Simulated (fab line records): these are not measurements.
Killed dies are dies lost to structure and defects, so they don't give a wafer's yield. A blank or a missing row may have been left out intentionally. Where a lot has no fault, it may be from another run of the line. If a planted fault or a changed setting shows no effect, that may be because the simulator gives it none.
Struck lot and sound lot, side by side + flow sky130 + 15 steps out of a route of 708
Sound: wafers L264.4, L264.5, L264.6. Struck: wafer L278.2. (L278.5 of the same lot was not struck and is left out.) The cause comes at the end.
For every step that has rows: the tool of each side, followed by ch and its chambers, followed by its first start. Under that, the readings that differ: sound wafers + struck wafers + difference of the means + sigmas: that difference in standard deviations of wafers without a fault.
alike: readings whose means differ by less than 2 such deviations, and words and numbers that are the same on both sides. not compared: withheld readings, readings that some wafer has no value for, bounds like >300 that may hide the same value, and numbers for which the record gives no deviation and whose values overlap.
Wherever a step has rows on one side only, a row that says differs or no value, or a row with sigmas, the two part there. Numbers that have no deviation but don't overlap get no sigmas and don't part them. Lack of a reading on every wafer of one side parts them only where that side has two or more wafers.

first, 1 step without rows for these wafers: SKY_METAL5_CLEAN_19 (cleans in O3/DIW).
SKY_PASSIVATION_CVD_00: deposits SiO2, target thk 90 nm.
  sound on pecvd-04 ch 0,1,2, day 43 18:22; struck on pecvd-02 ch 1, day 47 04:51
  alike: heater-power-w
SKY_PASSIVATION_THK_MEAS_01:
  sound on film-metro-04, day 43 18:24; struck on film-metro-01, day 47 04:53
  alike: PASSIVATION_CVD_00_THK
SKY_PASSIVATION_CVD_02: deposits Si3N4, target thk 540 nm.
  sound on pecvd-02 ch 0,1,2, day 43 18:32; struck on pecvd-04 ch 0, day 47 04:56
  alike: heater-power-w
SKY_PASSIVATION_THK_MEAS_03:
  sound on film-metro-03, day 43 18:41; struck on film-metro-03, day 47 05:10
  alike: PASSIVATION_CVD_02_THK
then, 7 steps without rows for these wafers: SKY_PASSIVATION_DEHYDRATE_04 (time 60 s); SKY_PASSIVATION_HMDS_05 (prime time 60 s); SKY_PASSIVATION_COAT_06 (resist thk 3000 nm); SKY_PASSIVATION_SOFTBAKE_07; SKY_PASSIVATION_EXPOSE_08 (exposes mask NSM, target cd 3000 nm); SKY_PASSIVATION_PEB_09; SKY_PASSIVATION_DEVELOP_10 (develop time 60 s).
SKY_PASSIVATION_ETCH_11: etches the open film in CF4/O2, stops on AlCu, target depth 725 nm, time 161.1 s.
  sound on rie-diel-04 ch 0,1,2, day 44 16:59; struck on rie-diel-04 ch 2, day 48 01:30
| reading                                       | sound             | struck | difference | sigmas |
|-----------------------------------------------|-------------------|--------|------------|--------|
| oes-product-au (a.u.)                         | 0.987 0.981 0.988 | 0.863  | -0.122     | -17    |
| throttle-valve-pct (%)                        | 5.963 5.957 5.955 | 5.935  | -0.023     | -3     |
| model.PASSIVATION.feature-depth-nm (nm)       | 718 712.3 717.3   | 567.1  | -148.8     |        |
| model.etch.depth-nm (nm)                      | 718 712.3 717.3   | 567.1  | -148.8     |        |
| model.coat_of_PASSIVATION_COAT_06.thk-nm (nm) | 2514 2514 2516    | 2612   | +97        |        |
  alike: O2_flow_sccm, drypump-motor-current-A
  not compared: rf-hours-counter-h
SKY_PASSIVATION_STRIP_12: strips in O2/N2.
  sound on plasma-asher-04 ch 0,1, day 44 17:08; struck on plasma-asher-04 ch 0, day 48 01:37
| reading                      | sound             | struck | difference                   | sigmas |
|------------------------------|-------------------|--------|------------------------------|--------|
| rf-hours-counter-h (h)       | - - -             | 7      | no value on the sound wafers |        |
| strip-time-to-endpoint-s (s) | 31.49 31.48 31.51 | 32.61  | +1.12                        | +9     |
  alike: drypump-motor-current-A, oes-product-au
then, 1 step without rows for these wafers: SKY_PAD_OPEN_DEHYDRATE_00 (time 60 s).

== WHERE THEY PART ==
First at SKY_PASSIVATION_ETCH_11; last, within this record, at SKY_PASSIVATION_STRIP_12.

WHY: whatever the simulator had introduced
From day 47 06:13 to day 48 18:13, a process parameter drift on rie-diel-04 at SKY_PASSIVATION_ETCH_11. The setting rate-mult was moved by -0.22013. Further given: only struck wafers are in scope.
